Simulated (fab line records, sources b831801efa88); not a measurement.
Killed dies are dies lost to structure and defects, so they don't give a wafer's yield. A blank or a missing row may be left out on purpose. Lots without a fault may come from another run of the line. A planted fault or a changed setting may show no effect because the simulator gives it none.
fab line records | flow sky130
record lots=5 wafers=15 last_day=50
route steps=708 shown VIA1@472 METAL2@483 VIA2@507 PAD_OPEN@708
lots that met no fault: from a run of the same line without faults
start_h: hours from the record's first day to the start of the lot's first wafer shown | wait_h: hours since the lot's step before | " the same as in the row above | L1.1+2: a row that stands for several wafers | - no value, or no start given | * or withheld: withheld | < > ~ a bound
route shown NAME@n: a module of which the file shows steps, and the number in the route of the first | usual: mean/standard deviation of fault-free wafers | same: alike in all rows | chamber/n: place in a boat | sites: the reading at each site | _std_site: their standard deviation | _edge_site: outer sites' mean less inner sites' | radius_mm: how far each site lies from the wafer's centre | mask NAME#n: copy n | behind: the tool/chamber that last shaped the wafer | hold: why the lot was held/for how many hours/how that ended | device: the transistor (n, p or np) that didn't switch | end of line: the same wafers' tests at the end of the route | a step without rows: its recipe alone | killed: dies lost to structure and defects at the first sort, not the wafer's yield | map: a wafer's dies, x killed, . not, _ none there
set.NAME: the setting as run; set.NAME@STEP: as run at that earlier step | model.NAME: the simulator's own value behind a step, which no gauge read
lots at some steps of the route; a table a step, a row a wafer
services: from which hour (start_h, from the record's first day; less than 0 if before it) a tool's chamber was out of use, for how many hours, and why
## steps
# step SKY_VIA1_ETCH_14
# recipe chemistry=N2/H2 target=BARC ion_energy_ev=200 source_w=500 bias_w=100 pressure_mtorr=30 n2_flow_sccm=100 h2_flow_sccm=200 stop_on=SiO2 time_s=45.9 target_depth_a=600
# step SKY_VIA1_ETCH_15
# recipe target=SiO2 chemistry=C4F8/O2/Ar target_depth_nm=351 stop_on=TiN mask_material=KrF-thick source_w=1500 bias_w=1200 pressure_mtorr=40 c4f8_flow_sccm=withheld O2_flow_sccm=6 Ar_flow_sccm=300 time_s=54
# step SKY_VIA1_STRIP_16
# recipe chemistry=O2/N2 power_w=1400 pressure_mtorr=1500 platen_temp_c=withheld o2_flow_sccm=3000 n2_flow_sccm=300 overash_fraction=0.5
# step SKY_VIA1_STRIP_17
# recipe chemistry=post_etch_residue_remover time_s=1200 temp_c=72.5
# step SKY_VIA1_CLEAN_18
# recipe chemistry=IPA time_s=180 temp_c=25
# step SKY_VIA1_CLEAN_19
# recipe chemistry=O3/DIW dry=n2_spin
# step SKY_VIA1_SPUTTER_20
# recipe material=TiN target_thk_nm=20 chamber_pressure_pa=5 power_w=4000 time_s=80
# step SKY_VIA1_CVD_21
# recipe material=W target_thk_nm=270 time_s=80.902 temp_c=400 pressure_torr=40
# usual heater_power_w=808/85
# columns lot.wafer tool chamber start_h wait_h heater_power_w
L192.2 cvd_w-01 1 810.02 0.0 905
L192.4 " 0 " " 692
L192.6 " 0 " " 688
L194.1 cvd_w-01 0 827.28 0.0 731
L194.5 " 0 " " 692
L194.6 " 1 " " 895
L206.1 cvd_w-01 0 917.79 0.0 701
L206.3 " 0 " " 719
L206.5 " 0 " " 707
L210.2 cvd_w-02 1 935.89 0.0 791
L210.3 " 0 " " 910
L210.6 " 1 " " 802
L212.1 cvd_w-02 1 951.52 0.0 812
L212.3 " 1 " " 821
L212.6 " 1 " " 805
# step SKY_VIA1_RS_MEAS_22
# recipe thk_meas_gauge=four-point-probe reads=W_of_VIA1_CVD_21+TiN_of_VIA1_SPUTTER_20
# usual VIA1_W_RS=0.424/0.0066
# columns lot.wafer tool chamber start_h wait_h VIA1_W_RS[ohm/sq]
L192.2 film_metro-01 - 810.13 0.1 0.424
L192.4 " - " " 0.429
L192.6 " - " " 0.432
L194.1 film_metro-01 - 827.38 0.1 0.431
L194.5 " - " " 0.428
L194.6 " - " " 0.427
L206.1 film_metro-01 - 917.98 0.2 0.417
L206.3 " - " " 0.418
L206.5 " - " " 0.419
L210.2 film_metro-03 - 936.00 0.1 0.428
L210.3 " - " " 0.429
L210.6 " - " " 0.429
L212.1 film_metro-01 - 951.71 0.2 0.434
L212.3 " - " " 0.431
L212.6 " - " " 0.431
# step SKY_VIA1_THK_MEAS_23
# recipe thk_meas_gauge=xrf reads=W_of_VIA1_CVD_21
# usual VIA1_W_THK=267/4.5
# columns lot.wafer tool chamber start_h wait_h VIA1_W_THK[nm]
L192.2 film_metro-01 - 810.24 0.1 264
L192.4 " - " " 265
L192.6 " - " " 262
L194.1 film_metro-01 - 827.50 0.1 260
L194.5 " - " " 261
L194.6 " - " " 262
L206.1 film_metro-01 - 918.10 0.1 271
L206.3 " - " " 270
L206.5 " - " " 271
L210.2 film_metro-03 - 936.11 0.1 264
L210.3 " - " " 265
L210.6 " - " " 264
L212.1 film_metro-01 - 951.83 0.1 258
L212.3 " - " " 262
L212.6 " - " " 260
# step SKY_VIA1_CMP_24
# recipe stop_on=SiO2 t_overpolish_s=15 down_force_psi=3.5 platen_rpm=60 target_thk_nm=0 pad_velocity_m_s=0.94248
# step SKY_METAL2_SPUTTER_00
# recipe material=Ti target_thk_nm=15 power_w=3000 time_s=10 chamber_pressure_pa=0.4
# step SKY_METAL2_SPUTTER_01
# recipe material=TiN target_thk_nm=20 power_w=6500 time_s=16.7 chamber_pressure_pa=0.4
# usual throttle_valve_pct=30.5/0.79
# columns lot.wafer tool chamber start_h wait_h throttle_valve_pct
L192.2 pvd_sputter-01 - 810.61 0.0 30.1
L192.4 " - " " 29.3
L192.6 " - " " 30.1
L194.1 pvd_sputter-02 - 827.88 0.0 30.0
L194.5 " - " " 31.0
L194.6 " - " " 30.3
L206.1 pvd_sputter-02 - 919.81 0.0 30.7
L206.3 " - " " 29.8
L206.5 " - " " 30.0
L210.2 pvd_sputter-01 - 936.48 0.0 30.6
L210.3 " - " " 31.8
L210.6 " - " " 29.1
L212.1 pvd_sputter-01 - 952.30 0.0 29.8
L212.3 " - " " 28.9
L212.6 " - " " 30.4
# step SKY_METAL2_SPUTTER_02
# recipe material=AlCu target_thk_nm=250 power_w=10600 time_s=13.3 chamber_pressure_pa=0.4
# step SKY_METAL2_SPUTTER_03
# recipe material=Ti target_thk_nm=5 power_w=3000 time_s=3.3 chamber_pressure_pa=0.4
# step SKY_METAL2_SPUTTER_04
# recipe material=TiN target_thk_nm=70 power_w=6500 time_s=58.3 chamber_pressure_pa=0.4
# step SKY_METAL2_RS_MEAS_05
# recipe thk_meas_gauge=four-point-probe reads=TiN_of_METAL2_SPUTTER_04+Ti_of_METAL2_SPUTTER_03+AlCu_of_METAL2_SPUTTER_02+TiN_of_METAL2_SPUTTER_01+Ti_of_METAL2_SPUTTER_00
# usual METAL2_ALCU_RS=0.1268/0.0017
# columns lot.wafer tool chamber start_h wait_h METAL2_ALCU_RS[ohm/sq]
L192.2 film_metro-04 - 810.75 0.0 0.1250
L192.4 " - " " 0.1266
L192.6 " - " " 0.1263
L194.1 film_metro-03 - 828.00 0.0 0.1273
L194.5 " - " " 0.1271
L194.6 " - " " 0.1275
L206.1 film_metro-03 - 919.93 0.0 0.1271
L206.3 " - " " 0.1262
L206.5 " - " " 0.1270
L210.2 film_metro-02 - 936.62 0.0 0.1257
L210.3 " - " " 0.1281
L210.6 " - " " 0.1275
L212.1 film_metro-03 - 952.42 0.0 0.1259
L212.3 " - " " 0.1277
L212.6 " - " " 0.1263
# step SKY_METAL2_THK_MEAS_06
# recipe thk_meas_gauge=xrf reads=AlCu_of_METAL2_SPUTTER_02
# usual METAL2_ALCU_THK=254/3.3
# columns lot.wafer tool chamber start_h wait_h METAL2_ALCU_THK[nm]
L192.2 film_metro-04 - 810.86 0.1 257
L192.4 " - " " 253
L192.6 " - " " 255
L194.1 film_metro-03 - 828.12 0.1 254
L194.5 " - " " 255
L194.6 " - " " 254
L206.1 film_metro-03 - 920.05 0.1 254
L206.3 " - " " 257
L206.5 " - " " 257
L210.2 film_metro-02 - 936.73 0.1 256
L210.3 " - " " 250
L210.6 " - " " 252
L212.1 film_metro-03 - 952.54 0.1 259
L212.3 " - " " 254
L212.6 " - " " 256
# step SKY_METAL2_DEHYDRATE_07
# recipe temp_c=200 time_s=60
# step SKY_METAL2_HMDS_08
# recipe prime_time_s=60 prime_temp_c=120
# step SKY_METAL2_COAT_09
# recipe resist=BARC temp_c=withheld time_s=withheld spin_rpm=3000 resist_thk_nm=60
# step SKY_METAL2_COAT_10
# recipe resist=KrF-thick spin_rpm=3000 resist_thk_nm=450
# step SKY_METAL2_SOFTBAKE_11
# recipe temp_c=100 time_s=90 resist=KrF-thick
# step SKY_METAL2_EXPOSE_12
# recipe mask_id=MM2 na=0.8 source_shape=annular sigma_inner=0.55 sigma_outer=0.85 target_cd_nm=140 dose_mj=28
# step SKY_METAL2_PEB_13
# recipe peb_temp_c=withheld peb_time_s=withheld resist=KrF-thick
# step SKY_METAL2_DEVELOP_14
# recipe develop_time_s=60 resist=KrF-thick dev_temp_c=21
# step SKY_METAL2_CD_MEAS_15
# recipe target_cd_nm=140
# usual cd_nm=139.8/1.4
# columns lot.wafer tool chamber start_h wait_h cd_nm
L192.2 cd_sem-01 - 837.31 - 138.7
L192.4 " - " " 137.1
L192.6 " - " " 138.1
L194.1 cd_sem-01 - 854.36 - 140.3
L194.5 " - " " 139.1
L194.6 " - " " 139.6
L206.1 cd_sem-01 - 945.16 - 141.4
L206.3 " - " " 141.5
L206.5 " - " " 141.6
L210.2 cd_sem-02 - 962.18 - 140.7
L210.3 " - " " 140.3
L210.6 " - " " 138.5
L212.1 cd_sem-01 - 976.64 - 139.6
L212.3 " - " " 139.2
L212.6 " - " " 138.4
# step SKY_METAL2_OVL_MEAS_16
# usual METAL2_OVL=3/5.4
# columns lot.wafer tool chamber start_h wait_h METAL2_OVL[nm]
L192.2 overlay-02 - 837.41 0.1 10
L192.4 " - " " 9
L192.6 " - " " 12
L194.1 overlay-02 - 854.48 0.1 -2
L194.5 " - " " -4
L194.6 " - " " 1
L206.1 overlay-01 - 945.28 0.1 8
L206.3 " - " " -4
L206.5 " - " " 7
L210.2 overlay-02 - 962.29 0.1 -4
L210.3 " - " " -1
L210.6 " - " " -4
L212.1 overlay-02 - 976.76 0.1 6
L212.3 " - " " 7
L212.6 " - " " 0
# step SKY_METAL2_DESCUM_17
# recipe chemistry=O2 source_power_w=150 bias_power_w=0 pressure_mtorr=10 temp_c=40 time_s=8
# step SKY_METAL2_ETCH_18
# recipe chemistry=N2/H2 target=BARC ion_energy_ev=200 bias_w=100 pressure_mtorr=30 n2_flow_sccm=100 h2_flow_sccm=200 icp_w=500 stop_on=SiO2 time_s=45.9 target_depth_a=600
# usual drypump_motor_current_A=6.1/0.41 oes_product_au=0.853/0.0043 throttle_valve_pct=13.225/0.0084
# columns lot.wafer tool chamber start_h wait_h drypump_motor_current_A oes_product_au rf_hours_counter_h throttle_valve_pct
L192.2 rie_metal-01 1 837.48 0.0 6.5 0.857 2 13.221
L192.4 " 1 " " 6.5 0.850 - 13.225
L192.6 " 1 " " 6.5 0.854 - 13.213
L194.1 rie_metal-04 0 854.55 0.0 5.4 0.855 11 13.226
L194.5 " 1 " " 6.0 0.847 - 13.216
L194.6 " 0 " " 5.4 0.853 - 13.228
L206.1 rie_metal-03 0 945.35 0.0 5.8 0.858 5 13.221
L206.3 " 0 " " 5.8 0.850 - 13.217
L206.5 " 0 " " 5.8 0.849 - 13.234
L210.2 rie_metal-01 0 962.35 0.0 6.4 0.854 12 13.232
L210.3 " 0 " " 6.4 0.857 - 13.232
L210.6 " 0 " " 6.4 0.853 - 13.236
L212.1 rie_metal-01 0 976.83 0.0 6.4 0.848 13 13.222
L212.3 " 0 " " 6.4 0.860 - 13.223
L212.6 " 0 " " 6.4 0.850 - 13.235
# step SKY_METAL2_METAL_ETCH_19
# recipe target_depth_a=3600 stop_on=SiO2 over_etch_frac=0.3 time_s=78 chemistry=Cl2/BCl3 resist_sidewall_deg=88 pressure_mtorr=10 icp_w=900 bias_w=48.5 Cl2_flow_sccm=60 bcl3_flow_sccm=30
# usual drypump_motor_current_A=6.1/0.4 oes_product_au=0.855/0.0063 throttle_valve_pct=22.264/0.0086
# columns lot.wafer tool chamber start_h wait_h drypump_motor_current_A oes_product_au rf_hours_counter_h throttle_valve_pct
L192.2 rie_metal-01 1 837.54 0.0 6.5 0.870 2 22.275
L192.4 " 1 " " 6.5 0.846 - 22.264
L192.6 " 1 " " 6.5 0.856 - 22.264
L194.1 rie_metal-04 0 854.61 0.0 5.4 0.851 11 22.264
L194.5 " 1 " " 6.0 0.852 - 22.263
L194.6 " 0 " " 5.4 0.852 - 22.275
L206.1 rie_metal-03 0 945.41 0.0 5.8 0.860 5 22.280
L206.3 " 0 " " 5.8 0.855 - 22.267
L206.5 " 0 " " 5.8 0.850 - 22.245
L210.2 rie_metal-01 0 962.41 0.0 6.3 0.856 12 22.268
L210.3 " 0 " " 6.4 0.854 - 22.267
L210.6 " 0 " " 6.4 0.854 - 22.263
L212.1 rie_metal-01 0 976.89 0.0 6.4 0.847 13 22.280
L212.3 " 0 " " 6.3 0.846 - 22.273
L212.6 " 0 " " 6.4 0.854 - 22.258
# step SKY_METAL2_STRIP_20
# recipe chemistry=O2/N2 power_w=1400 pressure_mtorr=1500 platen_temp_c=withheld o2_flow_sccm=3000 n2_flow_sccm=300 overash_fraction=0.5
# usual drypump_motor_current_A=5.8/0.35 oes_product_au=0.342/0.0048 strip_time_to_endpoint_s=2.69/0.057
# columns lot.wafer tool chamber start_h wait_h drypump_motor_current_A oes_product_au rf_hours_counter_h strip_time_to_endpoint_s
L192.2 plasma_asher-03 0 837.63 0.1 5.5 0.333 104 2.62
L192.4 " 1 " " 5.5 0.338 - 2.61
L192.6 " 1 " " 5.5 0.341 - 2.60
L194.1 plasma_asher-02 0 854.70 0.1 5.7 0.348 40 2.71
L194.5 " 1 " " 6.3 0.343 - 2.63
L194.6 " 0 " " 5.7 0.337 - 2.70
L206.1 plasma_asher-02 0 945.50 0.1 5.7 0.351 50 2.79
L206.3 " 0 " " 5.7 0.347 - 2.77
L206.5 " 1 " " 6.3 0.348 - 2.76
L210.2 plasma_asher-04 1 962.50 0.1 6.4 0.338 81 2.74
L210.3 " 0 " " 5.9 0.336 - 2.74
L210.6 " 1 " " 6.4 0.341 - 2.72
L212.1 plasma_asher-02 1 976.98 0.1 6.3 0.334 53 2.69
L212.3 " 0 " " 5.7 0.335 - 2.70
L212.6 " 0 " " 5.7 0.343 - 2.68
# step SKY_METAL2_STRIP_21
# recipe chemistry=post_etch_residue_remover time_s=1200 temp_c=72.5
# step SKY_METAL2_CLEAN_22
# recipe chemistry=IPA time_s=180 temp_c=25
# step SKY_METAL2_CLEAN_23
# recipe chemistry=O3/DIW dry=n2_spin
# step SKY_VIA2_HDPCVD_00
# recipe material=SiO2 target_thk_nm=1180 sigma_open_frac=0.3 time_s=196.7 temp_c=400 sih4_flow_sccm=60 pressure_mtorr=6
# step SKY_VIA2_THK_MEAS_01
# recipe reads=SiO2_of_VIA2_HDPCVD_00
# usual VIA2_HDPCVD_THK=1181/13
# columns lot.wafer tool chamber start_h wait_h VIA2_HDPCVD_THK[nm]
L192.2 film_metro-03 - 838.36 0.1 1191
L192.4 " - " " 1185
L192.6 " - " " 1187
L194.1 film_metro-01 - 855.42 0.1 1164
L194.5 " - " " 1177
L194.6 " - " " 1179
L206.1 film_metro-01 - 946.24 0.1 1187
L206.3 " - " " 1175
L206.5 " - " " 1184
L210.2 film_metro-03 - 963.24 0.1 1167
L210.3 " - " " 1191
L210.6 " - " " 1170
L212.1 film_metro-01 - 978.13 0.1 1173
L212.3 " - " " 1191
L212.6 " - " " 1178
# step SKY_VIA2_CMP_02
# recipe material=SiO2 down_force_psi=4 platen_rpm=60 pad_velocity_m_s=0.94248
# usual motor_current_A=11.2/0.97
# columns lot.wafer tool chamber start_h wait_h motor_current_A
L192.2 cmp-02 0 838.51 0.1 9.5
L192.4 " 1 " " 12.7
L192.6 " 3 " " 10.5
L194.1 cmp-02 3 855.48 0.1 11.9
L194.5 " 3 " " 11.8
L194.6 " 0 " " 9.1
L206.1 cmp-02 1 946.40 0.1 12.9
L206.3 " 2 " " 10.9
L206.5 " 0 " " 10.3
L210.3 cmp-02 2 963.34 0.1 11.9
L210.2 " 3 " " 11.5
L210.6 " 2 " " 11.2
L212.3 cmp-01 2 978.19 0.0 10.8
L212.1 " 1 " " 11.9
L212.6 " 2 " " 10.9
# step SKY_VIA2_BOW_MEAS_03
# recipe mode=bow
# usual VIA2_BOW=86/7.7
# columns lot.wafer tool chamber start_h wait_h VIA2_BOW[um]
L192.2 film_metro-03 - 838.73 0.2 93
L192.4 " - " " 83
L192.6 " - " " 92
L194.1 film_metro-01 - 855.78 0.2 82
L194.5 " - " " 85
L194.6 " - " " 84
L206.1 film_metro-03 - 946.60 0.2 87
L206.3 " - " " 80
L206.5 " - " " 91
L210.2 film_metro-01 - 963.61 0.2 81
L210.3 " - " " 78
L210.6 " - " " 78
L212.1 film_metro-03 - 978.49 0.1 86
L212.3 " - " " 90
L212.6 " - " " 100
# step SKY_VIA2_DEHYDRATE_04
# recipe temp_c=200 time_s=60
# step SKY_VIA2_HMDS_05
# recipe prime_time_s=60 prime_temp_c=120
# step SKY_VIA2_COAT_06
# recipe resist=BARC temp_c=withheld time_s=withheld spin_rpm=3000 resist_thk_nm=60
# step SKY_PAD_OPEN_PROBE_99
# usual killed_at_M0_to_M3=43/6.3 killed_at_M4_up=3.0/1.6 killed_at_contacts=25/5 killed_at_front_end=15/4.4 killed_at_other=0.3/0.8 killed_dies=85/8.7 killed_open=47/6.9 killed_short=38/6.3
# same gross_dies=492 killed_at_back_side=0
# columns lot.wafer tool chamber start_h wait_h killed_at_M0_to_M3 killed_at_M4_up killed_at_contacts killed_at_front_end killed_at_other killed_dies killed_open killed_short model.etest.nfet_g5v0d10v5.vt_v_range
L192.2 prober-01 - 1090.86 0.1 37 3 25 17 0 82 46 36 0.01723
L192.4 prober-01 - 1090.96 0.2 39 4 35 17 1 96 61 35 0.01205
L192.6 prober-01 - 1091.06 0.2 39 3 33 22 0 97 58 39 0.01032
L194.1 prober-01 - 1101.08 0.1 44 2 29 17 0 92 56 36 0.01104
L194.5 prober-01 - 1101.28 0.2 46 5 29 23 0 103 64 39 0.01482
L194.6 prober-01 - 1101.33 0.2 43 1 26 26 0 96 52 44 0.02802
L206.1 prober-01 - 1171.81 0.1 63 6 22 9 0 100 44 35 0.02072
L206.3 prober-01 - 1171.91 0.2 75 6 25 11 0 117 40 32 0.02675
L206.5 prober-01 - 1172.01 0.2 83 3 15 9 0 110 46 26 0.0178
L210.2 prober-02 - 1182.17 0.1 43 5 27 10 0 85 50 35 0.01504
L210.3 prober-02 - 1182.22 0.2 47 3 29 16 0 95 55 40 0.02487
L210.6 prober-02 - 1182.37 0.2 36 6 32 4 0 78 39 39 0.01185
L212.1 prober-02 - 1195.77 0.1 31 3 20 12 0 66 32 34 0.008957
L212.3 prober-02 - 1195.87 0.2 39 3 26 9 0 77 39 38 0.01725
L212.6 prober-02 - 1196.02 0.2 41 7 17 7 0 72 37 35 0.008698
# killed by level:class
L192.2 CONTACT:geometric_particle:open=10 VIA1:geometric_particle:open=9 METAL2:geometric_particle:short=8 POLY_GATE:geometric_particle:open=7 VIA2:geometric_particle:open=6 LI_CONTACT:geometric_particle:open=5 FIELD_ISO:geometric_particle:open=4 LI_CONTACT:geometric_particle:short=4
L192.4 VIA1:geometric_particle:open=12 LI_CONTACT:geometric_particle:open=11 POLY_GATE:geometric_particle:open=9 LOCAL_INTERCONNECT:geometric_particle:short=9 CONTACT:geometric_particle:open=7 VIA3:geometric_particle:open=6 CONTACT:geometric_particle:short=5 VIA2:geometric_particle:open=5
L192.6 CONTACT:geometric_particle:open=12 POLY_GATE:geometric_particle:open=11 LI_CONTACT:geometric_particle:open=8 POLY_GATE:geometric_particle:short=6 LOCAL_INTERCONNECT:geometric_particle:short=6 VIA1:geometric_particle:open=6 VIA2:geometric_particle:open=6 VIA1:geometric_particle:short=5
L194.1 CONTACT:geometric_particle:open=10 VIA1:geometric_particle:open=10 LI_CONTACT:geometric_particle:open=8 CONTACT:geometric_particle:short=7 POLY_GATE:geometric_particle:open=6 VIA1:geometric_particle:short=6 VIA2:geometric_particle:open=6 FIELD_ISO:geometric_particle:short=5
L194.5 CONTACT:geometric_particle:open=19 VIA1:geometric_particle:open=10 FIELD_ISO:geometric_particle:open=9 VIA2:geometric_particle:open=8 LI_CONTACT:geometric_particle:open=7 VIA3:geometric_particle:open=6 FIELD_ISO:geometric_particle:short=5 METAL1:geometric_particle:short=5
L194.6 CONTACT:geometric_particle:open=10 VIA1:geometric_particle:short=9 FIELD_ISO:geometric_particle:open=8 VIA1:geometric_particle:open=8 FIELD_ISO:geometric_particle:short=7 VIA2:geometric_particle:open=7 LI_CONTACT:geometric_particle:open=6 METAL2:geometric_particle:short=6
L206.1 METAL2:unspecified=21 LI_CONTACT:geometric_particle:open=8 VIA1:geometric_particle:open=8 VIA1:geometric_particle:short=7 VIA2:geometric_particle:open=7 CONTACT:geometric_particle:open=6 METAL1:geometric_particle:short=6 VIA3:geometric_particle:open=5
L206.3 METAL2:unspecified=45 CONTACT:geometric_particle:open=10 LI_CONTACT:geometric_particle:short=6 VIA3:geometric_particle:open=6 METAL1:geometric_particle:short=6 POLY_GATE:geometric_particle:open=4 VIA2:geometric_particle:open=4 CONTACT:geometric_particle:short=3
L206.5 METAL2:unspecified=37 VIA1:geometric_particle:open=12 LI_CONTACT:geometric_particle:open=8 VIA3:geometric_particle:open=7 VIA1:geometric_particle:short=6 CONTACT:geometric_particle:open=4 POLY_GATE:geometric_particle:open=3 METAL1:geometric_particle:short=3
L210.2 VIA1:geometric_particle:open=14 CONTACT:geometric_particle:open=10 VIA2:geometric_particle:open=9 VIA1:geometric_particle:short=7 LI_CONTACT:geometric_particle:open=5 VIA3:geometric_particle:short=5 LOCAL_INTERCONNECT:geometric_particle:short=5 FIELD_ISO:geometric_particle:open=3
L210.3 CONTACT:geometric_particle:open=15 VIA1:geometric_particle:open=10 VIA3:geometric_particle:open=8 METAL1:geometric_particle:short=7 VIA2:geometric_particle:open=7 LI_CONTACT:geometric_particle:open=7 METAL2:geometric_particle:short=7 POLY_GATE:geometric_particle:short=5
L210.6 CONTACT:geometric_particle:open=12 LI_CONTACT:geometric_particle:open=9 METAL2:geometric_particle:short=8 VIA1:geometric_particle:open=7 CONTACT:geometric_particle:short=7 METAL4:geometric_particle:short=6 LI_CONTACT:geometric_particle:short=3 METAL1:geometric_particle:short=3
L212.1 LOCAL_INTERCONNECT:geometric_particle:short=7 LI_CONTACT:geometric_particle:open=6 VIA1:geometric_particle:open=6 METAL2:geometric_particle:short=5 VIA3:geometric_particle:open=5 METAL1:geometric_particle:short=4 FIELD_ISO:geometric_particle:open=3 CONTACT:geometric_particle:open=3
L212.3 CONTACT:geometric_particle:open=11 VIA1:geometric_particle:open=9 METAL1:geometric_particle:short=7 CONTACT:geometric_particle:short=6 METAL2:geometric_particle:short=6 VIA2:geometric_particle:open=5 LI_CONTACT:geometric_particle:open=4 VIA3:geometric_particle:open=4
L212.6 METAL1:geometric_particle:short=7 VIA1:geometric_particle:open=7 VIA1:geometric_particle:short=6 LI_CONTACT:geometric_particle:open=6 CONTACT:geometric_particle:open=6 VIA3:geometric_particle:open=5 METAL4:geometric_particle:short=4 POLY_GATE:geometric_particle:open=3
# map L206.3 (x killed, . not)
__________......x.xx_________
________....xxx......._______
______x...x............._____
_____..x................x____
____.x.x..x..x.x.x..xxx..x___
___........xx.xxxxx...x....__
__......x..x.xxxxxx.....xxx._
_.........x..xxxxxxxx.......x
_......x.x.xxxxxxxxxx..x.xx..
_........x...xxxxx.x..x.x....
_...........xx..xx....x......
_..........x...x..xx.....x...
_x...x....x......x.........x.
_..........xx..x.x...x...x...
_x.x..........x...x...x......
__.....x...................._
___...x..xx.x......x....x..__
____......x...x..........x___
_____...x.....x..........____
______xx.x......x......._____
________..........xx.._______
__________.........._________
# map L194.5 (x killed, . not)
__________.....x...._________
________.x.....xxx...x_______
______....x............._____
_____.x.xx......x....x...____
____x........x......x.....___
___.....xx.....x.x..x...x..__
__..x....x..xx.x........xx.._
_............xx...x..x....x..
_.....xx......x..xxx....x....
_..xx...x.......x............
_x.x.xx..........x....x......
_.....x..x........x.x.....x..
_......xx.....xx......x.x....
_...x........x....x..x.......
_.x...x....x..x....x.......xx
__....x..xx......x......x.x._
___x.........x..x.....x....__
____x.........x.xxx..x.x..___
_____.x.........x.xxx.x..____
______.......x......x..x_____
________..x..........._______
__________...x..xxx._________
## services
# columns tool chamber start_h hours kind
cmp-01 - 790.44 5.3 pm
cvd_w-02 1 804.34 5.6 repair
rie_metal-01 - 806.79 14.6 pm
cmp-02 - 819.99 0.2 repair
cmp-02 - 827.00 2.4 repair
rie_metal-01 - 840.98 0.2 repair
cmp-02 - 853.19 2.0 repair
rie_metal-03 1 859.13 12.2 repair
rie_metal-01 0 868.45 6.0 repair
rie_metal-03 - 890.32 0.9 repair
cvd_w-01 1 899.43 21.8 repair
cvd_w-02 - 904.00 14.0 pm
cmp-02 - 913.47 5.6 repair
cvd_w-02 - 918.00 2.8 pm
pvd_sputter-01 - 920.85 1.1 repair
rie_metal-01 - 935.23 0.3 repair
pvd_sputter-02 - 942.61 2.5 repair
cvd_w-02 0 945.88 14.0 repair
cmp-02 - 951.15 3.5 pm
cmp-02 - 957.42 3.9 repair
cvd_w-01 - 966.35 0.6 repair
rie_metal-01 - 966.71 1.4 pm
pvd_sputter-01 - 967.00 1.4 repair
cvd_w-02 0 967.15 2.7 repair
## key
first_sign step=SKY_PAD_OPEN_PROBE_99 reading=killed_at_M0_to_M3 direction=up sigmas=4.9 usual=43 struck=74
effect step=SKY_PAD_OPEN_PROBE_99 reading=killed_dies direction=up sigmas=2.7 usual=85 struck=109 wafers_moved=2
model_effect step=SKY_PAD_OPEN_PROBE_99 value=etest.nfet_g5v0d10v5.vt_v_range without=0.01228 struck=0.02176
met_at SKY_METAL2_SPUTTER_01
struck_wafers L206.1,L206.3,L206.5
tester_left_out L206
onset_between 827.88 919.81
also_fits SKY_VIA1_CVD_21:cvd_w-01,SKY_METAL2_ETCH_18:rie_metal-03,SKY_METAL2_METAL_ETCH_19:rie_metal-03
earlier_fault kind=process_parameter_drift tool=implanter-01 chamber=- onset_h=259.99 steps=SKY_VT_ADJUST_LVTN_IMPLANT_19 channel=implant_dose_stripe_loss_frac offset=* shape=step end_h=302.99
fault kind=chamber_particle_source tool=pvd_sputter-02 chamber=- onset_h=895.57 steps=SKY_METAL2_SPUTTER_01 rate_per_visit_cm2=0.57922
# tester_left_out: of these lots the tester's yield and bins aren't shown, on N5 and GAA mostly nor the transistor test; their killed dies are dies lost to structure and defects alone, not to doping, threshold or leakage, so they don't give the yield
